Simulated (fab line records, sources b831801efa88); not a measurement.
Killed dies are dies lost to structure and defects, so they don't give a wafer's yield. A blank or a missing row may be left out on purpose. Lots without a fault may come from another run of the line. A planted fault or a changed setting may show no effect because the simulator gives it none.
Chamber matching | flow gf180mcu | GF_V2_CMP_04 on cmp-02: 4 sister chambers
The step polishes SiO2. 4 wafers are shown with their chamber, then 8 later ones without.

WAFERS WITH THEIR CHAMBER
wafer  | chamber | motor_current_A (A)
L527.3 | 2       | 12.5
L529.2 | 0       | 11.2
L529.6 | 1       | 12.3
L538.3 | 3       | 10.6

WAFERS WITHOUT THEIR CHAMBER
wafer  | motor_current_A (A)
L538.5 | 10.5
L538.6 | 10.5
L539.1 | 11.4
L539.3 | 11.5
L539.5 | 12.5
L540.1 | 10.7
L540.2 | 10.2
L540.6 | 11.6

WHICH CHAMBER EACH WENT THROUGH
wafer  | from the rows above     | in truth
L538.5 | 3                       | 3
L538.6 | 3                       | 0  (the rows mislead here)
L539.1 | 0                       | 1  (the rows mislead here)
L539.3 | 0                       | 0
L539.5 | can't be placed: 2 or 1 | 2
L540.1 | can't be placed: 3 or 0 | 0
L540.2 | 3                       | 3
L540.6 | can't be placed: 0 or 1 | 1
Placed correctly: 3 of 8. Can't be placed from these rows: 3 (the true chamber is among the candidates in 3). Placed wrongly: 2.
How it was worked out, from the rows above alone: a wafer's distance from a chamber is the root of the sum, over the readings, of the square of ((its reading less the chamber's mean) divided by the reading's scatter). The wafer belongs to the nearest chamber; if the next one is less than 2 further off, it can't be placed. A chamber's mean is the mean of its shown wafers. The scatter: with one shown wafer a chamber, the root of the mean of the squares of how far each hidden wafer lies from its nearest shown one.
